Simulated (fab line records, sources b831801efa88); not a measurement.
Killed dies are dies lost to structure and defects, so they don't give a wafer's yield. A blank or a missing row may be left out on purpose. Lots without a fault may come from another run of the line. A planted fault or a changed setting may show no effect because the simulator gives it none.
Which tool did it? | flow gf180mcu | 13 lots, 39 wafers sampled, at 4 steps of a route of 602

WHAT THE GAUGES READ, wafer by wafer
GF_TOP_METAL_CD_MEAS_14: target cd 440 nm.
lot  | measured     | on        | cd_nm (nm)
L933 | day 28 01:33 | cd_sem-01 | 439.1 442.3 440.2
L934 | day 28 09:05 | cd_sem-02 | 442.0 440.4 440.6
L936 | day 29 03:58 | cd_sem-02 | 442.3 441.8 444.4
L938 | day 29 18:40 | cd_sem-01 | 443.1 444.0 443.7
L939 | day 29 19:49 | cd_sem-02 | 441.3 441.2 442.1
L940 | day 30 09:47 | cd_sem-02 | 441.4 441.2 441.3
L941 | day 30 10:05 | cd_sem-01 | 439.9 440.4 440.3
L943 | day 31 03:29 | cd_sem-02 | 439.9 438.7 440.5
L944 | day 31 14:08 | cd_sem-02 | 442.1 441.7 442.3
L946 | day 31 20:49 | cd_sem-01 | 440.9 442.6 440.2
L948 | day 32 09:59 | cd_sem-01 | 441.5 442.5 441.7
L950 | day 32 19:50 | cd_sem-01 | 440.5 441.9 440.9
L954 | day 33 20:13 | cd_sem-01 | 443.4 443.9 444.6

WHICH TOOL RAN EACH LOT (tool, then ch and the chambers of the sampled wafers, then the start)
lot  | GF_V3_SPUTTER_22             | GF_V5_SPUTTER_21             | GF_TOP_METAL_SPUTTER_02
L933 | pvd_sputter-04, day 22 10:01 | pvd_sputter-02, day 27 04:50 | pvd_sputter-01, day 27 05:40
L934 | pvd_sputter-02, day 22 18:03 | pvd_sputter-02, day 27 12:25 | pvd_sputter-03, day 27 13:14
L936 | pvd_sputter-03, day 23 16:19 | pvd_sputter-02, day 28 08:04 | pvd_sputter-02, day 28 08:54
L938 | pvd_sputter-04, day 24 09:03 | pvd_sputter-03, day 28 23:28 | pvd_sputter-02, day 29 00:17
L939 | pvd_sputter-04, day 24 10:57 | pvd_sputter-04, day 29 00:19 | pvd_sputter-03, day 29 01:09
L940 | pvd_sputter-03, day 25 03:06 | pvd_sputter-02, day 29 14:46 | pvd_sputter-03, day 29 15:35
L941 | pvd_sputter-03, day 25 04:37 | pvd_sputter-03, day 29 14:52 | pvd_sputter-01, day 29 15:49
L943 | pvd_sputter-03, day 25 23:39 | pvd_sputter-04, day 30 08:17 | pvd_sputter-01, day 30 10:04
L944 | pvd_sputter-03, day 26 12:45 | pvd_sputter-02, day 30 19:30 | pvd_sputter-03, day 30 20:20
L946 | pvd_sputter-02, day 26 20:45 | pvd_sputter-03, day 31 03:02 | pvd_sputter-03, day 31 03:59
L948 | pvd_sputter-04, day 27 11:48 | pvd_sputter-04, day 31 16:02 | pvd_sputter-02, day 31 16:52
L950 | pvd_sputter-04, day 28 02:07 | pvd_sputter-04, day 32 02:52 | pvd_sputter-02, day 32 03:41
L954 | pvd_sputter-03, day 29 06:10 | pvd_sputter-03, day 33 03:14 | pvd_sputter-03, day 33 04:03
- GF_V3_SPUTTER_22: material TiN, target thk 10 nm, time 40 s.
- GF_V5_SPUTTER_21: material Ti, target thk 15 nm, time 80.02 s.
- GF_TOP_METAL_SPUTTER_02: material AlCu, target thk 900 nm, time 47.82 s.

WHAT THE TOOLS THEMSELVES READ (means of the sampled wafers that have a number; where no wafer has one, the mark that the record gives instead)
GF_V3_SPUTTER_22.
lot  | tool           | throttle_valve_pct (%)
L933 | pvd_sputter-04 | 29.3
L934 | pvd_sputter-02 | 29.9
L936 | pvd_sputter-03 | 29.6
L938 | pvd_sputter-04 | 30.3
L939 | pvd_sputter-04 | 30.6
L940 | pvd_sputter-03 | 30.2
L941 | pvd_sputter-03 | 30.2
L943 | pvd_sputter-03 | 28.6
L944 | pvd_sputter-03 | 29.3
L946 | pvd_sputter-02 | 29.5
L948 | pvd_sputter-04 | 29.5
L950 | pvd_sputter-04 | 31.0
L954 | pvd_sputter-03 | 30.2

GF_V5_SPUTTER_21.
lot  | tool           | substrate_temp_c (C) | throttle_valve_pct (%)
L933 | pvd_sputter-02 | 200.15               | 30.4
L934 | pvd_sputter-02 | 199.86               | 29.7
L936 | pvd_sputter-02 | 200.02               | 29.9
L938 | pvd_sputter-03 | 200.00               | 29.9
L939 | pvd_sputter-04 | 199.97               | 30.2
L940 | pvd_sputter-02 | 200.18               | 29.6
L941 | pvd_sputter-03 | 199.96               | 29.2
L943 | pvd_sputter-04 | 200.11               | 30.4
L944 | pvd_sputter-02 | 199.95               | 30.3
L946 | pvd_sputter-03 | 199.96               | 28.7
L948 | pvd_sputter-04 | 199.92               | 28.5
L950 | pvd_sputter-04 | 199.92               | 29.2
L954 | pvd_sputter-03 | 200.01               | 29.8

GF_TOP_METAL_SPUTTER_02.
lot  | tool           | substrate_temp_c (C) | throttle_valve_pct (%)
L933 | pvd_sputter-01 | 249.95               | 30.7
L934 | pvd_sputter-03 | 249.94               | 29.2
L936 | pvd_sputter-02 | 250.02               | 29.8
L938 | pvd_sputter-02 | 250.05               | 29.7
L939 | pvd_sputter-03 | 250.11               | 28.1
L940 | pvd_sputter-03 | 249.96               | 29.7
L941 | pvd_sputter-01 | 250.04               | 30.2
L943 | pvd_sputter-01 | 250.07               | 29.7
L944 | pvd_sputter-03 | 249.78               | 29.8
L946 | pvd_sputter-03 | 249.88               | 29.8
L948 | pvd_sputter-02 | 250.19               | 29.4
L950 | pvd_sputter-02 | 249.99               | 30.1
L954 | pvd_sputter-03 | 250.01               | 29.6

THE ANSWER, worked out from the rows above alone
Rule: what is usual is taken from the lots themselves. Put in order of their means at a reading, lots are off if they are a third of the lots or fewer, leave a main group of 4 or more, and stand apart from it by a gap of 3 or more times the standard deviation of the main group's means; of several such gaps the widest counts. A main group whose means are all the same, to the digits that the tables above print for the reading, isn't used. A lot without any number at a reading at which 4 lots or more have one is off too. The other lots that the step has rows for count as sound. The gauges are gone through in route order, then the tools' own readings, and for those a lot's mean is taken as printed above. The first step at which some lot is off is used, and at that step the reading that is off furthest; a lot without a number counts as furthest.
No lot is off at any reading shown: from this, nothing can be told.

WHAT THE SIMULATOR HAD PUT IN
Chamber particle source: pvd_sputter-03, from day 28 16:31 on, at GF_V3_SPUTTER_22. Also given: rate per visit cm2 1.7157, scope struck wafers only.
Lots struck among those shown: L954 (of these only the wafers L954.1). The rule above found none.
